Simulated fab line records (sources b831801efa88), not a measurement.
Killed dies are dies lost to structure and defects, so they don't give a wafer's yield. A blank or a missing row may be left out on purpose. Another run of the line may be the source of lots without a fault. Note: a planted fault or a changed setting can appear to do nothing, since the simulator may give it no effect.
Which tool did it?    flow gf180mcu    12 lots with 36 wafers sampled at 2 steps, on a route of 602 steps

== WHAT THE GAUGES SHOWED, per wafer ==
GF_M5_OVL_MEAS_08.
lot   measured      on          M5_OVL (nm)
L075  day 26 17:04  overlay-01  -3 5 -2
L077  day 27 11:10  overlay-01  16 9 22
L079  day 28 02:16  overlay-02  -9 -2 6
L081  day 28 14:58  overlay-02  6 8 4
L083  day 28 21:49  overlay-02  8 1 6
L085  day 30 01:22  overlay-01  8 14 -12
L087  day 30 07:40  overlay-01  -8 -9 -11
L089  day 30 17:10  overlay-02  -10 -17 2
L091  day 31 08:01  overlay-02  7 -3 10
L093  day 31 20:04  overlay-02  -2 -9 8
L095  day 32 14:19  overlay-02  -11 -12 4
L097  day 32 19:10  overlay-02  15 4 12

== EACH LOT AND THE TOOL THAT RAN IT (in order: tool; ch and the chambers of the sampled wafers; start) ==
lot   GF_MIM_SPUTTER_08
L075  pvd_sputter-04, day 24 22:46
L077  pvd_sputter-03, day 25 17:08
L079  pvd_sputter-04, day 26 09:16
L081  pvd_sputter-01, day 26 22:34
L083  pvd_sputter-01, day 27 08:14
L085  pvd_sputter-04, day 28 10:46
L087  pvd_sputter-01, day 28 17:50
L089  pvd_sputter-03, day 29 02:58
L091  pvd_sputter-03, day 29 19:16
L093  pvd_sputter-01, day 30 08:20
L095  pvd_sputter-01, day 31 03:34
L097  pvd_sputter-03, day 31 10:04
- GF_MIM_SPUTTER_08: material AlCu, target thk 200 nm, time 10.6 s.

== THE ANSWER, worked out from the rows above alone ==
Rule: usual is defined by the lots themselves. Put in order of their means at a reading, lots are off if they are a third of the lots or fewer, leave a main group of 4 or more, and stand apart from it by a gap of 3 or more times the standard deviation of the main group's means; of several such gaps the widest counts. Not used: any main group whose means are identical at the precision the tables above print for the reading. Also off: a lot with no number at a reading for which 4 or more lots have one. Where the step has rows for the other lots, those lots are counted as sound.
Across all readings shown, no lot is off: no conclusion can be drawn from this.

== WHAT THE SIMULATOR PUT IN ==
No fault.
